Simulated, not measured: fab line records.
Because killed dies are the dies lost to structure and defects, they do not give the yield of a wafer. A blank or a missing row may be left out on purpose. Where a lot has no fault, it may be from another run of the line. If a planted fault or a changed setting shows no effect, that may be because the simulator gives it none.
Which tool was responsible? || flow gf180mcu || 39 wafers from 13 lots sampled at 6 of the route's 602 steps

WHAT EACH GAUGE READ, for each wafer
GF_STI_THK_MEAS_02.
{"lot": "L744", "measured": "day 1 17:00", "on": "filmMetro-01", "STI_OXIDATION_THK (nm)": "10.79 10.79 10.91"}
{"lot": "L743", "measured": "day 1 17:01", "on": "filmMetro-03", "STI_OXIDATION_THK (nm)": "10.98 10.86 10.85"}
{"lot": "L745", "measured": "day 1 22:00", "on": "filmMetro-01", "STI_OXIDATION_THK (nm)": "10.39 10.66 10.43"}
{"lot": "L747", "measured": "day 2 07:55", "on": "filmMetro-04", "STI_OXIDATION_THK (nm)": "10.89 10.99 10.90"}
{"lot": "L749", "measured": "day 2 17:31", "on": "filmMetro-01", "STI_OXIDATION_THK (nm)": "10.85 10.80 10.72"}
{"lot": "L750", "measured": "day 2 23:27", "on": "filmMetro-03", "STI_OXIDATION_THK (nm)": "10.88 11.04 10.82"}
{"lot": "L751", "measured": "day 3 03:48", "on": "filmMetro-03", "STI_OXIDATION_THK (nm)": "10.75 10.70 10.56"}
{"lot": "L759", "measured": "day 4 20:03", "on": "filmMetro-04", "STI_OXIDATION_THK (nm)": "10.91 10.65 10.75"}
{"lot": "L760", "measured": "day 5 00:31", "on": "filmMetro-03", "STI_OXIDATION_THK (nm)": "10.73 10.82 10.74"}
{"lot": "L762", "measured": "day 5 12:45", "on": "filmMetro-01", "STI_OXIDATION_THK (nm)": "10.59 10.42 10.48"}
{"lot": "L763", "measured": "day 5 20:09", "on": "filmMetro-04", "STI_OXIDATION_THK (nm)": "10.47 10.45 10.53"}
{"lot": "L764", "measured": "day 5 22:11", "on": "filmMetro-04", "STI_OXIDATION_THK (nm)": "10.80 10.59 10.73"}
{"lot": "L766", "measured": "day 6 06:31", "on": "filmMetro-03", "STI_OXIDATION_THK (nm)": "10.52 10.51 10.40"}

GF_NWELL_TW_MEAS_11.
{"lot": "L744", "measured": "day 3 14:48", "on": "filmMetro-02", "NWELL_TW": "1577 1578 1573"}
{"lot": "L743", "measured": "day 3 13:30", "on": "filmMetro-04", "NWELL_TW": "1572 1585 1581"}
{"lot": "L745", "measured": "day 3 19:11", "on": "filmMetro-02", "NWELL_TW": "1572 1589 1586"}
{"lot": "L747", "measured": "day 4 04:29", "on": "filmMetro-04", "NWELL_TW": "1563 1572 1563"}
{"lot": "L749", "measured": "day 4 22:12", "on": "filmMetro-01", "NWELL_TW": "3025 3002 3026"}
{"lot": "L750", "measured": "day 5 01:48", "on": "filmMetro-01", "NWELL_TW": "1575 1576 1578"}
{"lot": "L751", "measured": "day 5 03:06", "on": "filmMetro-02", "NWELL_TW": "3008 3005 3001"}
{"lot": "L759", "measured": "day 7 01:21", "on": "filmMetro-01", "NWELL_TW": "1594 1611 1586"}
{"lot": "L760", "measured": "day 7 07:11", "on": "filmMetro-02", "NWELL_TW": "1579 1565 1570"}
{"lot": "L762", "measured": "day 7 17:55", "on": "filmMetro-02", "NWELL_TW": "1572 1579 1581"}
{"lot": "L763", "measured": "day 8 00:51", "on": "filmMetro-02", "NWELL_TW": "1573 1580 1585"}
{"lot": "L764", "measured": "day 8 04:33", "on": "filmMetro-02", "NWELL_TW": "1579 1579 1581"}
{"lot": "L766", "measured": "day 8 13:10", "on": "filmMetro-01", "NWELL_TW": "1607 1608 1605"}

GF_VT_IMPLANT_RS_MEAS_47: the measuring method here is four-point-probe.
{"lot": "L744", "measured": "day 7 21:31", "on": "filmMetro-01", "NWELL_RS (ohm/sq)": "485.4 486.2 485.2"}
{"lot": "L743", "measured": "day 7 21:16", "on": "filmMetro-04", "NWELL_RS (ohm/sq)": "486.4 484.5 486.1"}
{"lot": "L745", "measured": "day 8 05:01", "on": "filmMetro-01", "NWELL_RS (ohm/sq)": "485.5 484.7 485.2"}
{"lot": "L747", "measured": "day 8 14:07", "on": "filmMetro-02", "NWELL_RS (ohm/sq)": "487.5 488.8 488.3"}
{"lot": "L749", "measured": "day 9 14:11", "on": "filmMetro-02", "NWELL_RS (ohm/sq)": "183.1 183.5 183.4"}
{"lot": "L750", "measured": "day 9 16:17", "on": "filmMetro-01", "NWELL_RS (ohm/sq)": "487.8 487.0 486.0"}
{"lot": "L751", "measured": "day 9 16:23", "on": "filmMetro-02", "NWELL_RS (ohm/sq)": "183.4 183.6 183.5"}
{"lot": "L759", "measured": "day 12 06:50", "on": "filmMetro-02", "NWELL_RS (ohm/sq)": "488.3 487.0 487.3"}
{"lot": "L760", "measured": "day 12 12:34", "on": "filmMetro-02", "NWELL_RS (ohm/sq)": "490.1 488.5 489.5"}
{"lot": "L762", "measured": "day 13 02:35", "on": "filmMetro-04", "NWELL_RS (ohm/sq)": "485.8 486.3 486.3"}
{"lot": "L763", "measured": "day 13 11:01", "on": "filmMetro-01", "NWELL_RS (ohm/sq)": "487.0 485.8 486.3"}
{"lot": "L764", "measured": "day 13 14:26", "on": "filmMetro-02", "NWELL_RS (ohm/sq)": "488.2 489.4 489.9"}
{"lot": "L766", "measured": "day 14 03:14", "on": "filmMetro-01", "NWELL_RS (ohm/sq)": "484.7 484.7 485.2"}

GF_HV_LDD_OVL_MEAS_08.
{"lot": "L744", "measured": "day 10 09:25", "on": "overlay-02", "HV_LDD_OVL (nm)": "-0.1 0.6 0.2"}
{"lot": "L743", "measured": "day 10 09:01", "on": "overlay-02", "HV_LDD_OVL (nm)": "2.3 2.6 2.4"}
{"lot": "L745", "measured": "day 10 16:29", "on": "overlay-01", "HV_LDD_OVL (nm)": "0.1 0.7 1.3"}
{"lot": "L747", "measured": "day 11 03:17", "on": "overlay-01", "HV_LDD_OVL (nm)": "-0.3 0.8 -0.6"}
{"lot": "L749", "measured": "day 12 05:04", "on": "overlay-01", "HV_LDD_OVL (nm)": "-1.6 -0.6 -1.3"}
{"lot": "L750", "measured": "day 12 08:11", "on": "overlay-01", "HV_LDD_OVL (nm)": "-0.4 0.6 0.6"}
{"lot": "L751", "measured": "day 12 08:58", "on": "overlay-02", "HV_LDD_OVL (nm)": "-0.7 0.0 0.9"}
{"lot": "L759", "measured": "day 15 05:46", "on": "overlay-01", "HV_LDD_OVL (nm)": "1.6 0.1 2.0"}
{"lot": "L760", "measured": "day 15 16:24", "on": "overlay-02", "HV_LDD_OVL (nm)": "1.0 0.0 0.3"}
{"lot": "L762", "measured": "day 16 01:17", "on": "overlay-01", "HV_LDD_OVL (nm)": "-0.7 -1.4 -0.7"}
{"lot": "L763", "measured": "day 16 09:53", "on": "overlay-01", "HV_LDD_OVL (nm)": "-2.1 -0.8 -1.5"}
{"lot": "L764", "measured": "day 16 15:29", "on": "overlay-02", "HV_LDD_OVL (nm)": "-1.4 -1.6 -1.8"}
{"lot": "L766", "measured": "day 17 04:56", "on": "overlay-01", "HV_LDD_OVL (nm)": "-1.0 -0.6 0.0"}

EACH LOT AND THE TOOL THAT RAN IT (in order: tool; ch and the chambers of the sampled wafers; start)
{"lot": "L744", "GF_NWELL_IMPLANT_08": "implanter-01 ch 0, day 3 14:24", "GF_VT_IMPLANT_RTA_45": "rtpAnneal-02 ch 0, day 7 21:18"}
{"lot": "L743", "GF_NWELL_IMPLANT_08": "implanter-02 ch 0, day 3 13:07", "GF_VT_IMPLANT_RTA_45": "rtpAnneal-01 ch 0, day 7 21:01"}
{"lot": "L745", "GF_NWELL_IMPLANT_08": "implanter-03 ch 0, day 3 18:47", "GF_VT_IMPLANT_RTA_45": "rtpAnneal-01 ch 0, day 8 04:48"}
{"lot": "L747", "GF_NWELL_IMPLANT_08": "implanter-02 ch 0, day 4 04:05", "GF_VT_IMPLANT_RTA_45": "rtpAnneal-01 ch 0, day 8 13:54"}
{"lot": "L749", "GF_NWELL_IMPLANT_08": "implanter-03 ch 0, day 4 21:49", "GF_VT_IMPLANT_RTA_45": "rtpAnneal-01 ch 0, day 9 13:58"}
{"lot": "L750", "GF_NWELL_IMPLANT_08": "implanter-01 ch 0, day 5 01:24", "GF_VT_IMPLANT_RTA_45": "rtpAnneal-01 ch 0, day 9 15:58"}
{"lot": "L751", "GF_NWELL_IMPLANT_08": "implanter-03 ch 0, day 5 02:43", "GF_VT_IMPLANT_RTA_45": "rtpAnneal-02 ch 0, day 9 16:10"}
{"lot": "L759", "GF_NWELL_IMPLANT_08": "implanter-02 ch 0, day 7 00:58", "GF_VT_IMPLANT_RTA_45": "rtpAnneal-01 ch 0, day 12 06:37"}
{"lot": "L760", "GF_NWELL_IMPLANT_08": "implanter-01 ch 0, day 7 06:48", "GF_VT_IMPLANT_RTA_45": "rtpAnneal-02 ch 0, day 12 12:20"}
{"lot": "L762", "GF_NWELL_IMPLANT_08": "implanter-01 ch 0, day 7 17:32", "GF_VT_IMPLANT_RTA_45": "rtpAnneal-01 ch 0, day 13 02:22"}
{"lot": "L763", "GF_NWELL_IMPLANT_08": "implanter-02 ch 0, day 8 00:27", "GF_VT_IMPLANT_RTA_45": "rtpAnneal-01 ch 0, day 13 10:48"}
{"lot": "L764", "GF_NWELL_IMPLANT_08": "implanter-02 ch 0, day 8 04:09", "GF_VT_IMPLANT_RTA_45": "rtpAnneal-02 ch 0, day 13 14:13"}
{"lot": "L766", "GF_NWELL_IMPLANT_08": "implanter-03 ch 0, day 8 12:46", "GF_VT_IMPLANT_RTA_45": "rtpAnneal-01 ch 0, day 14 03:01"}
- GF_NWELL_IMPLANT_08
- GF_VT_IMPLANT_RTA_45: time 30 s.

WHAT THE TOOLS THEMSELVES READ (means of the sampled wafers that have a number; where no wafer has one, the mark that the record gives instead)
GF_NWELL_IMPLANT_08.
{"lot": "L744", "tool": "implanter-01", "beamOnS (s)": 9.97, "doseIonsCm2": 1.5e+13, "faradayCurrentUA": 84.7}
{"lot": "L743", "tool": "implanter-02", "beamOnS (s)": 9.94, "doseIonsCm2": 1.5e+13, "faradayCurrentUA": 84.9}
{"lot": "L745", "tool": "implanter-03", "beamOnS (s)": 9.88, "doseIonsCm2": 1.5e+13, "faradayCurrentUA": 85.5}
{"lot": "L747", "tool": "implanter-02", "beamOnS (s)": 10.21, "doseIonsCm2": 1.5e+13, "faradayCurrentUA": 82.7}
{"lot": "L749", "tool": "implanter-03", "beamOnS (s)": 48.36, "doseIonsCm2": 1.3e+14, "faradayCurrentUA": 148.7}
{"lot": "L750", "tool": "implanter-01", "beamOnS (s)": 10.06, "doseIonsCm2": 1.5e+13, "faradayCurrentUA": 84.2}
{"lot": "L751", "tool": "implanter-03", "beamOnS (s)": 50.92, "doseIonsCm2": 1.3e+14, "faradayCurrentUA": 142.5}
{"lot": "L759", "tool": "implanter-02", "beamOnS (s)": 9.93, "doseIonsCm2": 1.5e+13, "faradayCurrentUA": 84.9}
{"lot": "L760", "tool": "implanter-01", "beamOnS (s)": 10.06, "doseIonsCm2": 1.5e+13, "faradayCurrentUA": 84.0}
{"lot": "L762", "tool": "implanter-01", "beamOnS (s)": 9.81, "doseIonsCm2": 1.5e+13, "faradayCurrentUA": 86.1}
{"lot": "L763", "tool": "implanter-02", "beamOnS (s)": 9.96, "doseIonsCm2": 1.5e+13, "faradayCurrentUA": 85.3}
{"lot": "L764", "tool": "implanter-02", "beamOnS (s)": 9.98, "doseIonsCm2": 1.5e+13, "faradayCurrentUA": 84.8}
{"lot": "L766", "tool": "implanter-03", "beamOnS (s)": 10.10, "doseIonsCm2": 1.5e+13, "faradayCurrentUA": 84.0}

GF_VT_IMPLANT_RTA_45.
{"lot": "L744", "tool": "rtpAnneal-02", "lampPowerPct (%)": 29, "wafer_temp_C_max": 1054.2}
{"lot": "L743", "tool": "rtpAnneal-01", "lampPowerPct (%)": 37, "wafer_temp_C_max": 1055.1}
{"lot": "L745", "tool": "rtpAnneal-01", "lampPowerPct (%)": 37, "wafer_temp_C_max": 1055.0}
{"lot": "L747", "tool": "rtpAnneal-01", "lampPowerPct (%)": 37, "wafer_temp_C_max": 1056.2}
{"lot": "L749", "tool": "rtpAnneal-01", "lampPowerPct (%)": 37, "wafer_temp_C_max": 1054.9}
{"lot": "L750", "tool": "rtpAnneal-01", "lampPowerPct (%)": 37, "wafer_temp_C_max": 1056.5}
{"lot": "L751", "tool": "rtpAnneal-02", "lampPowerPct (%)": 29, "wafer_temp_C_max": 1054.3}
{"lot": "L759", "tool": "rtpAnneal-01", "lampPowerPct (%)": 37, "wafer_temp_C_max": 1055.9}
{"lot": "L760", "tool": "rtpAnneal-02", "lampPowerPct (%)": 29, "wafer_temp_C_max": 1053.2}
{"lot": "L762", "tool": "rtpAnneal-01", "lampPowerPct (%)": 37, "wafer_temp_C_max": 1055.8}
{"lot": "L763", "tool": "rtpAnneal-01", "lampPowerPct (%)": 37, "wafer_temp_C_max": 1058.3}
{"lot": "L764", "tool": "rtpAnneal-02", "lampPowerPct (%)": 29, "wafer_temp_C_max": 1054.0}
{"lot": "L766", "tool": "rtpAnneal-01", "lampPowerPct (%)": 37, "wafer_temp_C_max": 1056.6}

THE ANSWER, worked out from the rows above alone
Rule: the lots themselves supply what counts as usual. The widest of any qualifying gaps counts: lots, ordered by their means at a reading, are off when they make up no more than a third of the lots, leave a main group of 4 or more, and stand apart from it by 3 or more times the standard deviation of that group's means. Not used: any main group whose means are identical at the precision the tables above print for the reading. Also off: a lot with no number at a reading for which 4 or more lots have one. The other lots that the step has rows for count as sound. Order of review: gauges by route order, followed by the tools' own readings, for which a lot's mean as printed above is used. The first step at which some lot is off is used, and at that step the reading that is off furthest; a lot without a number counts as furthest.
Off: L749, L751, seen at GF_NWELL_TW_MEAS_11 (NWELL_TW). The main group has a mean of 1581 with a standard deviation of 11.
If a tool, at a process step before that reading, ran all the lots that are off and no sound lot after the first of them, it fits. The gauges at GF_NWELL_TW_MEAS_11 aren't tried: what is off there is off at GF_NWELL_IMPLANT_08 too, on other tools, and a gauge's error can't cause that. Of those tried, none fits.

WHAT THE SIMULATOR HAD PUT IN
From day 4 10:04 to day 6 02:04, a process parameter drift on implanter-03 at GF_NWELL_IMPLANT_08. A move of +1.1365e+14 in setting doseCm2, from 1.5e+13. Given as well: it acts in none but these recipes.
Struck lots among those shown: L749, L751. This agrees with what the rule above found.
